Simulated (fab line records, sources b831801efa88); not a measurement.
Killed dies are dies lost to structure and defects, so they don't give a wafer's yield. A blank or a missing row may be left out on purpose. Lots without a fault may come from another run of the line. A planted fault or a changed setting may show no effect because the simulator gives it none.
fab line records | flow sky130
record lots=10 wafers=30 last_day=50
route steps=708 shown SONOS_TUNNEL@166 POLY_GATE@213 RES_PROTECT@214 LDD_P@265 PAD_OPEN@708
lots that met no fault: from a run of the same line without faults
start_h: hours from the record's first day to the start of the lot's first wafer shown | wait_h: hours since the lot's step before | " the same as in the row above | L1.1+2: a row that stands for several wafers | - no value, or no start given | * or withheld: withheld | < > ~ a bound
route shown NAME@n: a module of which the file shows steps, and the number in the route of the first | usual: mean/standard deviation of fault-free wafers | same: alike in all rows | chamber/n: place in a boat | sites: the reading at each site | _std_site: their standard deviation | _edge_site: outer sites' mean less inner sites' | radius_mm: how far each site lies from the wafer's centre | mask NAME#n: copy n | behind: the tool/chamber that last shaped the wafer | hold: why the lot was held/for how many hours/how that ended | device: the transistor (n, p or np) that didn't switch | end of line: the same wafers' tests at the end of the route | a step without rows: its recipe alone | killed: dies lost to structure and defects at the first sort, not the wafer's yield | map: a wafer's dies, x killed, . not, _ none there
set.NAME: the setting as run; set.NAME@STEP: as run at that earlier step | model.NAME: the simulator's own value behind a step, which no gauge read
steps of the route over a sample of lots; a table a step, a row a wafer
services: from which hour (start_h, from the record's first day; less than 0 if before it) a tool's chamber was out of use, for how many hours, and why
## steps
# step SKY_SONOS_TUNNEL_TW_MEAS_12
# usual SONOS_TUNNEL_TW=196.7/2.3
# columns lot.wafer tool chamber start_h wait_h SONOS_TUNNEL_TW
L665.2 film_metro-04 - 275.82 0.0 199.7
L665.3 " - " " 199.5
L665.5 " - " " 199.9
L668.2 film_metro-04 - 301.28 0.0 199.2
L668.3 " - " " 199.9
L668.4 " - " " 200.0
L669.1 film_metro-04 - 307.07 0.0 199.9
L669.3 " - " " 201.0
L669.5 " - " " 199.3
L673.1 film_metro-04 - 339.66 0.0 199.4
L673.3 " - " " 199.2
L673.5 " - " " 200.7
L674.2 film_metro-02 - 346.03 0.0 193.5
L674.4 " - " " 193.7
L674.5 " - " " 195.4
L675.4 film_metro-04 - 355.42 0.0 200.0
L675.5 " - " " 200.5
L675.6 " - " " 200.5
L676.1 film_metro-02 - 362.12 0.0 194.7
L676.3 " - " " 196.5
L676.6 " - " " 196.2
L677.3 film_metro-03 - 376.39 0.0 195.0
L677.4 " - " " 195.3
L677.5 " - " " 196.1
L684.1 film_metro-03 - 443.07 0.0 196.2
L684.5 " - " " 197.2
L684.6 " - " " 195.7
L685.3 film_metro-03 - 451.70 0.0 196.3
L685.4 " - " " 196.1
L685.5 " - " " 196.2
# step SKY_POLY_GATE_IMPLANT_02
# recipe species=P energy_kev=30 dose_cm2=7.7e+15 tilt_deg=0
# usual beam_on_s=36.5/0.99 dose_ions_cm2=7.702e+15/9.6e+12 end_station_pressure_torr=1.05e-05/5.8e-07 tilt_deg=-0.002/0.019
# columns lot.wafer tool chamber start_h wait_h beam_on_s dose_ions_cm2 end_station_pressure_torr tilt_deg
L665.2 implanter-02 0 368.32 0.1 36.2 7.7e+15 1.13e-05 -0.006
L665.3 " 0 " " 35.9 7.692e+15 1.09e-05 -0.005
L665.5 " 0 " " 34.8 7.687e+15 1.06e-05 -0.006
L668.2 implanter-04 0 397.01 0.1 38.2 7.699e+15 1.1e-05 -0.035
L668.3 " 0 " " 37.6 7.698e+15 1.08e-05 -0.049
L668.4 " 0 " " 37.8 7.7e+15 1.03e-05 -0.029
L669.1 implanter-02 0 409.09 0.1 36.1 7.699e+15 1.06e-05 -0.016
L669.3 " 0 " " 34.8 7.689e+15 1.12e-05 -0.002
L669.5 " 0 " " 36.0 7.711e+15 1.1e-05 -0.047
L673.1 implanter-02 0 436.39 0.1 36.0 7.725e+15 1.14e-05 -0.006
L673.3 " 0 " " 36.3 7.701e+15 9.7e-06 0.018
L673.5 " 0 " " 36.1 7.725e+15 9.6e-06 -0.012
L674.2 implanter-02 0 445.57 0.1 36.3 7.706e+15 1.04e-05 0.003
L674.4 " 0 " " 36.0 7.71e+15 1.09e-05 0.007
L674.5 " 0 " " 36.4 7.692e+15 1e-05 -0.015
L675.4 implanter-04 0 457.96 0.1 37.9 7.694e+15 1.04e-05 -0.005
L675.5 " 0 " " 37.6 7.717e+15 1.01e-05 0.001
L675.6 " 0 " " 37.5 7.682e+15 1.03e-05 0.017
L676.1 implanter-01 0 464.14 0.1 36.1 7.714e+15 1.12e-05 -0.013
L676.3 " 0 " " 35.2 7.705e+15 1.03e-05 0.014
L676.6 " 0 " " 36.2 7.712e+15 1.12e-05 0.032
L677.3 implanter-04 0 478.58 0.1 36.9 7.703e+15 9.6e-06 -0.003
L677.4 " 0 " " 38.0 7.698e+15 9.9e-06 0.027
L677.5 " 0 " " 37.6 7.702e+15 1.01e-05 0.026
L684.1 implanter-02 0 543.13 0.1 12.7 2.71e+15 1.49e-05 0.016
L684.5 " 0 " " 12.6 2.699e+15 1.42e-05 0.004
L684.6 " 0 " " 12.4 2.705e+15 1.38e-05 0.001
L685.3 implanter-02 0 552.94 0.1 12.3 2.704e+15 1.37e-05 -0.005
L685.4 " 0 " " 12.6 2.688e+15 1.45e-05 -0.007
L685.5 " 0 " " 12.6 2.698e+15 1.38e-05 0.019
# step SKY_RES_PROTECT_STRIP_07
# recipe chemistry=O2/N2 power_w=1400 pressure_mtorr=1500 platen_temp_c=withheld o2_flow_sccm=3000 n2_flow_sccm=300 overash_fraction=0.5
# usual drypump_motor_current_A=5.97/0.27 o2_flow_sccm=3001/11 oes_product_au=0.517/0.0042 strip_time_to_endpoint_s=23.28/0.036
# same overash_fraction=0.5
# columns lot.wafer tool chamber start_h wait_h drypump_motor_current_A o2_flow_sccm oes_product_au rf_hours_counter_h strip_time_to_endpoint_s
L665.2 plasma_asher-03 0 368.44 0.1 5.70 3002 0.516 24 23.28
L665.3 " 1 " " 6.18 3016 0.518 - 23.28
L665.5 " 0 " " 5.71 2995 0.518 - 23.32
L668.2 plasma_asher-01 0 397.14 0.1 5.84 3008 0.521 72 23.26
L668.3 " 1 " " 5.48 3010 0.512 - 23.21
L668.4 " 0 " " 5.83 3010 0.520 - 23.26
L669.1 plasma_asher-04 0 409.24 0.1 6.26 2993 0.519 69 23.30
L669.3 " 1 " " 6.10 2991 0.511 - 23.35
L669.5 " 1 " " 6.12 3007 0.520 - 23.30
L673.1 plasma_asher-04 0 436.54 0.1 6.26 3002 0.516 1 23.24
L673.3 " 1 " " 6.10 3001 0.517 - 23.31
L673.5 " 0 " " 6.25 2990 0.513 - 23.29
L674.2 plasma_asher-04 0 445.69 0.1 6.23 3014 0.521 2 23.24
L674.4 " 0 " " 6.25 2999 0.524 - 23.24
L674.5 " 0 " " 6.25 3013 0.520 - 23.21
L675.4 plasma_asher-04 1 458.07 0.1 6.12 2993 0.521 - 23.28
L675.5 " 0 " " 6.23 2988 0.522 - 23.27
L675.6 " 1 " " 6.09 2994 0.513 - 23.30
L676.1 plasma_asher-03 1 464.29 0.1 6.15 3003 0.523 32 23.26
L676.3 " 1 " " 6.15 2994 0.520 - 23.30
L676.6 " 1 " " 6.15 3004 0.513 - 23.32
L677.3 plasma_asher-01 1 478.71 0.1 5.47 2989 0.523 - 23.29
L677.4 " 0 " " 5.81 2989 0.520 - 23.26
L677.5 " 1 " " 5.48 2978 0.519 - 23.27
L684.1 plasma_asher-04 0 543.28 0.1 6.21 2995 0.579 11 19.21
L684.5 " 0 " " 6.24 3002 0.580 - 19.27
L684.6 " 1 " " 6.11 3002 0.577 - 19.27
L685.3 plasma_asher-03 1 553.07 0.1 6.18 2993 0.574 - 19.22
L685.4 " 0 " " 5.72 3001 0.575 - 19.18
L685.5 " 0 " " 5.72 3005 0.584 - 19.18
# step SKY_RES_PROTECT_TW_MEAS_08
# usual POLY_GATE_TW=4017/45
# columns lot.wafer tool chamber start_h wait_h hold POLY_GATE_TW
L665.2 film_metro-04 - 368.55 0.1 - 4089
L665.3 " - " " - 4098
L665.5 " - " " - 4059
L668.2 film_metro-04 - 397.25 0.1 - 4067
L668.3 " - " " - 4087
L668.4 " - " " - 4061
L669.1 film_metro-02 - 409.34 0.1 - 3987
L669.3 " - " " - 3977
L669.5 " - " " - 3992
L673.1 film_metro-02 - 436.64 0.1 - 3988
L673.3 " - " " - 3966
L673.5 " - " " - 3925
L674.2 film_metro-04 - 445.80 0.1 - 4096
L674.4 " - " " - 4089
L674.5 " - " " - 4086
L675.4 film_metro-02 - 458.17 0.1 - 3952
L675.5 " - " " - 3974
L675.6 " - " " - 3956
L676.1 film_metro-03 - 464.39 0.1 - 3990
L676.3 " - " " - 4005
L676.6 " - " " - 4006
L677.3 film_metro-02 - 478.80 0.1 - 3948
L677.4 " - " " - 3944
L677.5 " - " " - 3938
L684.1 film_metro-03 - 543.38 0.1 await_dispo/0.2h/release 3624
L684.5 " - " " await_dispo/0.2h/release 3616
L684.6 " - " " await_dispo/0.2h/release 3622
L684.1 film_metro-03 - 543.61 0.2 - 3621
L684.5 " - " " - 3626
L684.6 " - " " - 3604
L685.3 film_metro-02 - 553.16 0.1 await_dispo/0.2h/release 3622
L685.4 " - " " await_dispo/0.2h/release 3630
L685.5 " - " " await_dispo/0.2h/release 3619
L685.3 film_metro-02 - 553.39 0.2 - 3624
L685.4 " - " " - 3617
L685.5 " - " " - 3630
# step SKY_POLY_GATE_THK_MEAS_04
# recipe reads=Si3N4_of_POLY_GATE_CVD_03
# usual POLY_GATE_CVD_03_THK=74.7/0.72
# columns lot.wafer tool chamber start_h wait_h POLY_GATE_CVD_03_THK[nm]
L665.2 film_metro-03 - 370.92 0.0 74.4
L665.3 " - " " 74.9
L665.5 " - " " 74.9
L668.2 film_metro-03 - 400.60 0.0 74.9
L668.3 " - " " 74.7
L668.4 " - " " 74.8
L669.1 film_metro-02 - 411.82 0.0 74.5
L669.3 " - " " 73.6
L669.5 " - " " 74.1
L673.1 film_metro-02 - 438.11 0.0 75.0
L673.3 " - " " 75.4
L673.5 " - " " 75.1
L674.2 film_metro-03 - 447.27 0.0 74.9
L674.4 " - " " 75.2
L674.5 " - " " 74.7
L675.4 film_metro-02 - 460.24 0.0 75.6
L675.5 " - " " 75.2
L675.6 " - " " 75.0
L676.1 film_metro-02 - 468.10 0.0 74.6
L676.3 " - " " 74.6
L676.6 " - " " 74.8
L677.3 film_metro-03 - 481.40 0.0 74.6
L677.4 " - " " 75.4
L677.5 " - " " 74.9
L684.1 film_metro-03 - 558.95 0.0 75.0
L684.5 " - " " 75.1
L684.6 " - " " 76.1
L685.3 film_metro-01 - 558.98 0.1 75.8
L685.4 " - " " 76.0
L685.5 " - " " 75.8
# step SKY_LDD_P_STRIP_10
# recipe chemistry=O2/N2 power_w=1400 pressure_mtorr=1500 platen_temp_c=withheld o2_flow_sccm=3000 n2_flow_sccm=300 overash_fraction=0.5
# usual drypump_motor_current_A=5.99/0.28 o2_flow_sccm=2999/8 oes_product_au=0.715/0.0049 strip_time_to_endpoint_s=14.20/0.041
# same overash_fraction=0.5
# columns lot.wafer tool chamber start_h wait_h drypump_motor_current_A o2_flow_sccm oes_product_au rf_hours_counter_h strip_time_to_endpoint_s
L665.2 plasma_asher-02 0 463.16 0.1 6.08 2998 0.712 67 14.16
L665.3 " 1 " " 6.30 3017 0.708 - 14.20
L665.5 " 0 " " 6.06 2995 0.706 - 14.17
L668.2 plasma_asher-01 1 496.84 0.1 5.52 3009 0.716 81 14.23
L668.3 " 1 " " 5.52 3006 0.718 - 14.22
L668.4 " 0 " " 5.75 3005 0.708 - 14.24
L669.1 plasma_asher-03 1 508.59 0.1 6.17 3005 0.717 37 14.19
L669.3 " 0 " " 5.72 2999 0.714 - 14.16
L669.5 " 0 " " 5.72 2990 0.723 - 14.17
L673.1 plasma_asher-02 0 533.29 0.1 6.02 3001 0.711 76 14.19
L673.3 " 0 " " 6.05 3015 0.720 - 14.22
L673.5 " 0 " " 6.04 2996 0.713 - 14.21
L674.2 plasma_asher-02 0 542.29 0.1 6.08 2989 0.721 77 14.25
L674.4 " 1 " " 6.36 3002 0.714 - 14.27
L674.5 " 1 " " 6.36 2988 0.707 - 14.29
L675.4 plasma_asher-01 0 555.34 0.1 5.80 2995 0.715 - 14.25
L675.5 " 0 " " 5.81 2995 0.714 - 14.24
L675.6 " 1 " " 5.50 2996 0.713 - 14.25
L676.1 plasma_asher-01 0 562.66 0.1 5.80 3002 0.713 88 14.22
L676.3 " 1 " " 5.41 2990 0.719 - 14.25
L676.6 " 0 " " 5.81 3005 0.717 - 14.25
L677.3 plasma_asher-03 1 575.97 0.1 6.17 3000 0.713 - 14.16
L677.4 " 0 " " 5.71 3003 0.714 - 14.11
L677.5 " 0 " " 5.70 2996 0.709 - 14.15
L684.1 plasma_asher-01 1 637.01 0.1 5.49 3004 0.704 95 14.15
L684.5 " 1 " " 5.50 3010 0.706 - 14.14
L684.6 " 0 " " 5.78 3002 0.714 - 14.14
L685.3 plasma_asher-02 0 646.77 0.1 6.06 3003 0.711 - 14.23
L685.4 " 1 " " 6.33 2989 0.719 - 14.21
L685.5 " 0 " " 6.04 3003 0.725 - 14.18
# step SKY_PAD_OPEN_PROBE_99
# usual killed_at_M0_to_M3=43/6.8 killed_at_M4_up=3.3/2.1 killed_at_contacts=24/5 killed_at_front_end=15/4.4 killed_at_other=0.3/0.57 killed_dies=86/9.7 killed_on_rim=17/3.6 killed_open=47/7.3 killed_short=39/6.1
# same gross_dies=492 killed_at_back_side=0
# columns lot.wafer tool chamber start_h wait_h killed_at_M0_to_M3 killed_at_M4_up killed_at_contacts killed_at_front_end killed_at_other killed_dies killed_on_rim killed_open killed_short
L665.2 prober-01 - 1103.26 0.1 44 3 22 18 1 88 13 54 32
L668.2 prober-02 - 1120.87 0.1 45 2 32 15 1 95 18 53 42
L668.3 prober-02 - 1120.92 0.2 35 1 28 16 0 80 19 41 39
L668.4 prober-02 - 1120.97 0.2 35 6 27 14 0 82 18 48 34
L669.1 prober-01 - 1128.77 0.1 33 2 20 19 1 75 16 33 41
L669.3 prober-01 - 1128.87 0.2 47 4 19 17 0 87 24 36 50
L669.5 prober-01 - 1128.97 0.2 38 3 23 11 0 75 19 40 34
L673.1 prober-01 - 1143.38 0.1 44 6 25 12 0 87 16 52 34
L673.3 prober-01 - 1143.48 0.2 42 2 24 16 0 84 14 43 41
L673.5 prober-01 - 1143.58 0.2 41 3 22 14 0 80 19 51 29
L674.2 prober-02 - 1151.00 0.1 33 1 18 12 0 64 14 35 29
L674.4 prober-02 - 1151.10 0.2 56 5 27 18 0 106 18 58 48
L674.5 prober-02 - 1151.15 0.2 42 1 22 18 2 85 16 46 39
L675.4 prober-01 - 1154.90 0.2 54 3 27 8 0 92 14 43 49
L675.5 prober-01 - 1154.95 0.2 32 3 35 20 0 90 12 45 45
L675.6 prober-01 - 1155.00 0.2 49 3 26 7 1 86 18 49 35
L676.1 prober-02 - 1157.32 0.1 39 3 30 17 0 89 12 38 50
L676.3 prober-02 - 1157.42 0.2 49 3 24 18 0 94 19 50 44
L676.6 prober-02 - 1157.57 0.2 47 3 25 18 0 93 16 50 42
L677.3 prober-01 - 1169.28 0.2 49 5 23 20 1 98 21 51 46
L677.4 prober-01 - 1169.33 0.2 55 2 23 18 2 100 22 52 47
L677.5 prober-01 - 1169.38 0.2 41 1 28 15 0 85 20 56 29
L684.1 prober-02 - 1204.03 0.1 41 6 27 19 0 93 18 58 35
L684.5 prober-02 - 1204.23 0.2 46 0 18 14 0 78 12 44 34
L684.6 prober-02 - 1204.28 0.2 58 5 20 16 0 99 22 49 50
L685.3 prober-01 - 1206.56 0.2 54 6 31 21 1 113 19 71 41
L685.4 prober-01 - 1206.61 0.2 46 2 22 24 0 94 16 50 44
L685.5 prober-01 - 1206.66 0.2 36 3 39 15 1 94 18 51 42
# killed by level:class
L665.2 VIA1:geometric_particle:open=10 VIA2:geometric_particle:open=7 VIA3:geometric_particle:open=7 FIELD_ISO:geometric_particle:short=6 LI_CONTACT:geometric_particle:open=6 CONTACT:geometric_particle:open=6 FIELD_ISO:geometric_particle:open=5 LOCAL_INTERCONNECT:geometric_particle:short=5
L668.2 CONTACT:geometric_particle:open=10 VIA1:geometric_particle:open=9 LI_CONTACT:geometric_particle:open=8 VIA2:geometric_particle:open=8 LOCAL_INTERCONNECT:geometric_particle:short=6 POLY_GATE:geometric_particle:open=5 CONTACT:geometric_particle:short=5 METAL2:geometric_particle:short=5
L668.3 CONTACT:geometric_particle:short=8 CONTACT:geometric_particle:open=8 VIA1:geometric_particle:open=8 FIELD_ISO:geometric_particle:open=7 METAL2:geometric_particle:short=6 LI_CONTACT:geometric_particle:open=5 LOCAL_INTERCONNECT:geometric_particle:short=4 VIA3:geometric_particle:open=4
L668.4 VIA1:geometric_particle:open=10 CONTACT:geometric_particle:open=8 CONTACT:geometric_particle:short=7 FIELD_ISO:geometric_particle:open=6 LI_CONTACT:geometric_particle:open=6 METAL1:geometric_particle:open=6 METAL4:geometric_particle:short=6 LOCAL_INTERCONNECT:geometric_particle:short=4
L669.1 CONTACT:geometric_particle:open=10 VIA1:geometric_particle:open=7 FIELD_ISO:geometric_particle:short=6 CONTACT:geometric_particle:short=5 METAL1:geometric_particle:short=5 METAL2:geometric_particle:short=4 VIA2:geometric_particle:short=4 VIA3:geometric_particle:short=4
L669.3 METAL2:geometric_particle:short=12 VIA3:geometric_particle:open=8 VIA1:geometric_particle:open=7 LOCAL_INTERCONNECT:geometric_particle:short=6 CONTACT:geometric_particle:open=5 VIA1:geometric_particle:short=5 FIELD_ISO:geometric_particle:short=4 POLY_GATE:geometric_particle:short=4
L669.5 CONTACT:geometric_particle:open=9 VIA1:geometric_particle:open=9 VIA1:geometric_particle:short=6 VIA2:geometric_particle:open=5 VIA3:geometric_particle:open=5 LOCAL_INTERCONNECT:geometric_particle:short=4 FIELD_ISO:geometric_particle:short=3 POLY_GATE:geometric_particle:short=3
L673.1 VIA1:geometric_particle:open=18 LI_CONTACT:geometric_particle:open=10 CONTACT:geometric_particle:short=7 VIA2:geometric_particle:open=6 CONTACT:geometric_particle:open=5 VIA1:geometric_particle:short=5 POLY_GATE:geometric_particle:open=4 METAL2:geometric_particle:short=4
L673.3 CONTACT:geometric_particle:open=10 LI_CONTACT:geometric_particle:open=7 VIA3:geometric_particle:short=7 METAL2:geometric_particle:short=5 CONTACT:geometric_particle:short=5 VIA1:geometric_particle:open=5 POLY_GATE:geometric_particle:open=4 VIA3:geometric_particle:open=4
L673.5 LI_CONTACT:geometric_particle:open=9 CONTACT:geometric_particle:open=8 VIA3:geometric_particle:open=7 METAL1:geometric_particle:short=6 VIA1:geometric_particle:open=5 VIA2:geometric_particle:open=5 POLY_GATE:geometric_particle:short=4 CONTACT:geometric_particle:short=3
L674.2 VIA1:geometric_particle:open=8 LI_CONTACT:geometric_particle:open=7 CONTACT:geometric_particle:short=7 VIA3:geometric_particle:short=5 VIA3:geometric_particle:open=4 POLY_GATE:geometric_particle:open=3 POLY_GATE:geometric_particle:short=3 VIA2:geometric_particle:open=3
L674.4 CONTACT:geometric_particle:open=12 METAL2:geometric_particle:short=12 VIA1:geometric_particle:open=10 LI_CONTACT:geometric_particle:open=8 VIA2:geometric_particle:open=7 METAL3:geometric_particle:short=7 POLY_GATE:geometric_particle:open=6 VIA1:geometric_particle:short=6
L674.5 VIA1:geometric_particle:open=10 CONTACT:geometric_particle:open=8 POLY_GATE:geometric_particle:short=7 VIA2:geometric_particle:open=7 FIELD_ISO:geometric_particle:open=6 LI_CONTACT:geometric_particle:open=5 VIA1:geometric_particle:short=5 VIA2:geometric_particle:short=5
L675.4 METAL2:geometric_particle:short=10 METAL1:geometric_particle:short=9 VIA2:geometric_particle:open=7 LI_CONTACT:geometric_particle:open=6 VIA1:geometric_particle:open=6 LOCAL_INTERCONNECT:geometric_particle:short=5 LOCAL_INTERCONNECT:geometric_particle:open=5 METAL1:geometric_particle:open=5
L675.5 LOCAL_INTERCONNECT:geometric_particle:short=10 CONTACT:geometric_particle:open=8 LI_CONTACT:geometric_particle:open=8 VIA1:geometric_particle:open=7 FIELD_ISO:geometric_particle:open=6 POLY_GATE:geometric_particle:open=6 VIA1:geometric_particle:short=5 CONTACT:geometric_particle:short=5
L675.6 VIA3:geometric_particle:open=12 LI_CONTACT:geometric_particle:open=9 VIA2:geometric_particle:open=9 LOCAL_INTERCONNECT:geometric_particle:short=6 METAL1:geometric_particle:short=6 CONTACT:geometric_particle:open=5 CONTACT:geometric_particle:short=4 VIA3:geometric_particle:short=4
L676.1 CONTACT:geometric_particle:open=10 CONTACT:geometric_particle:short=9 METAL2:geometric_particle:short=7 FIELD_ISO:geometric_particle:short=6 VIA1:geometric_particle:short=6 VIA3:geometric_particle:open=6 LI_CONTACT:geometric_particle:open=5 METAL1:geometric_particle:short=5
L676.3 VIA1:geometric_particle:open=14 CONTACT:geometric_particle:open=9 CONTACT:geometric_particle:short=7 VIA2:geometric_particle:open=7 VIA3:geometric_particle:open=6 METAL1:geometric_particle:short=5 METAL2:geometric_particle:short=5 POLY_GATE:geometric_particle:short=4
L676.6 CONTACT:geometric_particle:open=14 VIA2:geometric_particle:open=9 VIA1:geometric_particle:open=8 METAL2:geometric_particle:short=6 VIA2:geometric_particle:short=6 CONTACT:geometric_particle:short=5 VIA3:geometric_particle:open=5 POLY_GATE:geometric_particle:open=4
L677.3 VIA1:geometric_particle:open=15 CONTACT:geometric_particle:open=7 FIELD_ISO:geometric_particle:open=6 LI_CONTACT:geometric_particle:open=6 METAL1:geometric_particle:short=6 METAL2:geometric_particle:short=5 VIA2:geometric_particle:short=5 FIELD_ISO:geometric_particle:short=4
L677.4 VIA1:geometric_particle:open=13 LI_CONTACT:geometric_particle:open=9 METAL2:geometric_particle:short=9 METAL1:geometric_particle:short=8 POLY_GATE:geometric_particle:open=7 VIA3:geometric_particle:open=7 CONTACT:geometric_particle:open=6 METAL3:geometric_particle:short=6
L677.5 CONTACT:geometric_particle:open=14 VIA3:geometric_particle:open=13 LI_CONTACT:geometric_particle:open=9 FIELD_ISO:geometric_particle:short=4 POLY_CUT:geometric_particle:open=4 METAL1:geometric_particle:short=4 VIA1:geometric_particle:open=4 VIA2:geometric_particle:short=4
L684.1 CONTACT:geometric_particle:open=10 VIA2:geometric_particle:open=10 VIA1:geometric_particle:open=10 LI_CONTACT:geometric_particle:open=8 VIA3:geometric_particle:open=6 METAL4:geometric_particle:short=6 FIELD_ISO:geometric_particle:open=4 POLY_GATE:geometric_particle:open=4
L684.5 VIA3:geometric_particle:open=10 VIA2:geometric_particle:open=9 VIA1:geometric_particle:open=9 LI_CONTACT:geometric_particle:open=6 LOCAL_INTERCONNECT:geometric_particle:short=5 VIA1:geometric_particle:short=5 POLY_GATE:geometric_particle:open=4 METAL1:geometric_particle:short=4
L684.6 VIA1:geometric_particle:open=11 CONTACT:geometric_particle:open=9 METAL1:geometric_particle:short=9 VIA3:geometric_particle:open=9 VIA2:geometric_particle:open=7 VIA1:geometric_particle:short=6 METAL3:geometric_particle:short=5 FIELD_ISO:geometric_particle:open=4
L685.3 VIA1:geometric_particle:open=14 LI_CONTACT:geometric_particle:open=12 CONTACT:geometric_particle:open=11 VIA2:geometric_particle:open=10 VIA3:geometric_particle:open=7 METAL1:geometric_particle:short=7 FIELD_ISO:geometric_particle:short=6 POLY_GATE:geometric_particle:short=6
L685.4 VIA1:geometric_particle:open=9 CONTACT:geometric_particle:open=7 POLY_GATE:geometric_particle:open=7 LI_CONTACT:geometric_particle:open=6 METAL1:geometric_particle:short=6 METAL2:geometric_particle:short=6 FIELD_ISO:geometric_particle:short=5 VIA1:geometric_particle:short=5
L685.5 CONTACT:geometric_particle:open=16 CONTACT:geometric_particle:short=10 VIA2:geometric_particle:open=7 VIA1:geometric_particle:open=6 VIA2:geometric_particle:short=6 LI_CONTACT:geometric_particle:open=5 VIA3:geometric_particle:short=5 POLY_GATE:geometric_particle:open=4
## services
# columns tool chamber start_h hours kind
plasma_asher-04 - 346.48 14.6 pm
plasma_asher-03 - 373.65 14.6 pm
implanter-02 - 394.68 4.4 repair
implanter-02 - 417.20 6.1 repair
plasma_asher-04 - 421.25 9.0 pm
plasma_asher-04 0 421.25 9.0 vent_cycle
plasma_asher-04 1 421.25 9.0 vent_cycle
implanter-04 - 423.47 4.1 pm
plasma_asher-04 0 430.25 - clean
plasma_asher-04 1 430.25 - clean
plasma_asher-04 - 471.61 11.1 repair
plasma_asher-01 - 473.88 1.2 repair
implanter-01 - 477.80 3.5 repair
implanter-04 - 486.94 24.7 repair
plasma_asher-01 - 491.65 4.8 repair
plasma_asher-03 - 522.08 15.6 pm
implanter-01 - 524.51 4.2 pm
plasma_asher-01 - 527.63 2.8 pm
plasma_asher-04 - 564.10 0.8 repair
plasma_asher-02 - 581.26 2.8 pm
implanter-04 - 608.93 2.4 repair
plasma_asher-02 - 619.50 15.6 pm
plasma_asher-03 - 643.88 1.2 repair
## key
first_sign step=SKY_POLY_GATE_IMPLANT_02 reading=dose_ions_cm2 direction=down sigmas=99+ usual=* struck=*
effect step=SKY_POLY_GATE_IMPLANT_02 reading=beam_on_s direction=down sigmas=24 usual=36.5 struck=12.5
effect step=SKY_RES_PROTECT_STRIP_07 reading=strip_time_to_endpoint_s direction=down sigmas=99+ usual=* struck=*
effect step=SKY_RES_PROTECT_TW_MEAS_08 reading=visit direction=added
effect step=SKY_RES_PROTECT_TW_MEAS_08 reading=POLY_GATE_TW direction=down sigmas=8.7 usual=4017 struck=3622
met_at SKY_POLY_GATE_IMPLANT_02
struck_lots L684,L685
tester_left_out L684,L685
not_acting_at SKY_SONOS_TUNNEL_TW_MEAS_12,SKY_POLY_GATE_THK_MEAS_04,SKY_LDD_P_STRIP_10
onset_between 445.57 543.13
fault kind=process_parameter_drift tool=implanter-02 chamber=- onset_h=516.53 steps=SKY_POLY_GATE_IMPLANT_02 channel=dose_cm2 offset=* shape=step end_h=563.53 acts_in=* stated=*
# tester_left_out: of these lots the tester's yield and bins aren't shown, on N5 and GAA mostly nor the transistor test; their killed dies are dies lost to structure and defects alone, not to doping, threshold or leakage, so they don't give the yield
